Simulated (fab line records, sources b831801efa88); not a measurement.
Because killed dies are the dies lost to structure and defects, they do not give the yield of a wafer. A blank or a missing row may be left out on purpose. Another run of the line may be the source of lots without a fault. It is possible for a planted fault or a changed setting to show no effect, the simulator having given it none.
Which of the tools did it? || flow gf180mcu || at 1 step of a route of 602, 6 lots with 18 wafers sampled

== WHAT THE GAUGES SHOWED, per wafer ==
GF_STI_THK_MEAS_02.
{"lot": "L222", "measured": "day 2 02:40", "on": "filmMetro-01", "STI_OXIDATION_THK (nm)": "10.02 9.96 10.18"}
{"lot": "L226", "measured": "day 2 23:05", "on": "filmMetro-01", "STI_OXIDATION_THK (nm)": "9.82 9.96 9.78"}
{"lot": "L228", "measured": "day 3 09:12", "on": "filmMetro-03", "STI_OXIDATION_THK (nm)": "10.07 9.83 9.81"}
{"lot": "L230", "measured": "day 3 19:05", "on": "filmMetro-02", "STI_OXIDATION_THK (nm)": "9.89 10.18 10.05"}
{"lot": "L234", "measured": "day 4 14:59", "on": "filmMetro-01", "STI_OXIDATION_THK (nm)": "10.01 9.99 9.92"}
{"lot": "L240", "measured": "day 5 20:32", "on": "filmMetro-02", "STI_OXIDATION_THK (nm)": "10.20 10.15 10.20"}

== TOOL THAT RAN EACH LOT (tool first, then ch and the chambers of the sampled wafers, then the start) ==
Before these readings, the record contains no process step.

== THE ANSWER, worked out from the rows above alone ==
Rule: usual is defined by the lots themselves. Put in order of their means at a reading, lots are off if they are a third of the lots or fewer, leave a main group of 4 or more, and stand apart from it by a gap of 3 or more times the standard deviation of the main group's means; of several such gaps the widest counts. A main group is skipped when, at the precision printed for the reading in the tables above, its means are all equal. A lot without any number at a reading at which 4 lots or more have one is off too. Any other lot the step has rows for is counted as sound.
No lot is off on any of the readings shown, so nothing can be concluded from this.

== WHAT WAS PUT IN BY THE SIMULATOR ==
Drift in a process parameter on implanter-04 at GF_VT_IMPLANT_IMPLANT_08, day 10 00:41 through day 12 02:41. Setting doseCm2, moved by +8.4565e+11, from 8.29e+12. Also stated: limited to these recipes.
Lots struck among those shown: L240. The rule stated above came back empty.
